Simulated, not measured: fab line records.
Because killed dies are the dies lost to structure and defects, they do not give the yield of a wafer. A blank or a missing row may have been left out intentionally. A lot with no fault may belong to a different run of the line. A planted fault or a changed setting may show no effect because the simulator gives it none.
Struck lot and sound lot, side by side    flow gf180mcu    16 out of 602 route steps
Sound: wafers L542.1, L542.3, L542.4. Wafers struck: L539.1, L539.4, L539.6. The cause is given at the end.
Order at every step that has rows: each side's tool, ch and its chambers, its first start. Under that, the readings that differ: sound wafers    struck wafers    difference of the means    sigmas: that difference in standard deviations of wafers without a fault.
alike: same words and numbers on both sides, and readings whose means sit less than 2 such deviations apart. not compared: any withheld reading, any reading some wafer has no value for, any bound like >300 that may hide the same value, and any number with overlapping values for which the record gives no deviation.
A row with sigmas, a row that says differs or no value, or rows on one side alone: a step with any of these is where the two part. When numbers do not overlap yet have no deviation, they are printed without sigmas and do not part them. A reading missing from all wafers of one side parts the sides only when that side holds two or more wafers.

GF_VT_IMPLANT_OVL_MEAS_29:
  sound: overlay-01 at day 11 03:38; struck: overlay-01 at day 10 11:37
  alike: VT_IMPLANT_02_OVL
then, 1 step without rows for these wafers: GF_VT_IMPLANT_IMPLANT_30.
GF_VT_IMPLANT_STRIP_31: strips in O2/N2.
  sound on plasma asher-01 ch 0,1, day 11 03:49; struck on plasma asher-03 ch 0,1, day 10 11:47
  alike: drypump motor current A, heater power w, o2 flow sccm, oes product au, strip time to endpoint s
  not compared: rf hours counter h
GF_VT_IMPLANT_TW_MEAS_32:
  sound: film metro-02 at day 11 03:55; struck: film metro-01 at day 10 11:53
  alike: VT_IMPLANT_3_TW
then, 7 steps without rows for these wafers: GF_VT_IMPLANT_DEHYDRATE_33 (time 60 s); GF_VT_IMPLANT_HMDS_34 (prime time 60 s); GF_VT_IMPLANT_COAT_35 (resist thk 1000 nm); GF_VT_IMPLANT_SOFTBAKE_36 (time 60 s); GF_VT_IMPLANT_EXPOSE_37 (exposes mask Nwell HV AREA, target cd 860 nm); GF_VT_IMPLANT_PEB_38; GF_VT_IMPLANT_DEVELOP_39 (develop time 60 s).
GF_VT_IMPLANT_OVL_MEAS_40:
  sound: overlay-01 at day 11 22:59; struck: overlay-02 at day 11 05:42
  alike: VT_IMPLANT_03_OVL
GF_VT_IMPLANT_IMPLANT_41:
  struck on implanter-03, day 11 05:44; sound on implanter-03 ch 0, day 11 23:01
  no value came back on the struck wafers for any of 5 readings (beam energy keV, beam on s (s) and others); on the sound wafers beam energy keV reads 70.018 69.995 69.998
GF_VT_IMPLANT_STRIP_42: strips in O2/N2.
  sound on plasma asher-01 ch 0,1, day 11 23:10; struck on plasma asher-04 ch 1, day 11 05:53
reading                       sound              struck             difference  sigmas
strip time to endpoint s (s)  12.68 12.66 12.65  12.57 12.57 12.55  -0.10       -2
  alike: drypump motor current A, heater power w, o2 flow sccm, oes product au
  not compared: rf hours counter h
GF_VT_IMPLANT_TW_MEAS_43:
  sound: film metro-02 at day 11 23:16; struck: film metro-02 at day 11 05:59
reading          sound        struck    difference  sigmas
VT_IMPLANT_4_TW  686 690 693  30 30 30  -660        -99 or more
then, 1 step without rows for these wafers: GF_VT_IMPLANT_CLEAN_44 (cleans in SC1/SC2, time 150 s).

## WHERE THEY PART
Last at GF_VT_IMPLANT_TW_MEAS_43 as far as this record goes, first at GF_VT_IMPLANT_IMPLANT_41.

WHY: what the simulator had put in
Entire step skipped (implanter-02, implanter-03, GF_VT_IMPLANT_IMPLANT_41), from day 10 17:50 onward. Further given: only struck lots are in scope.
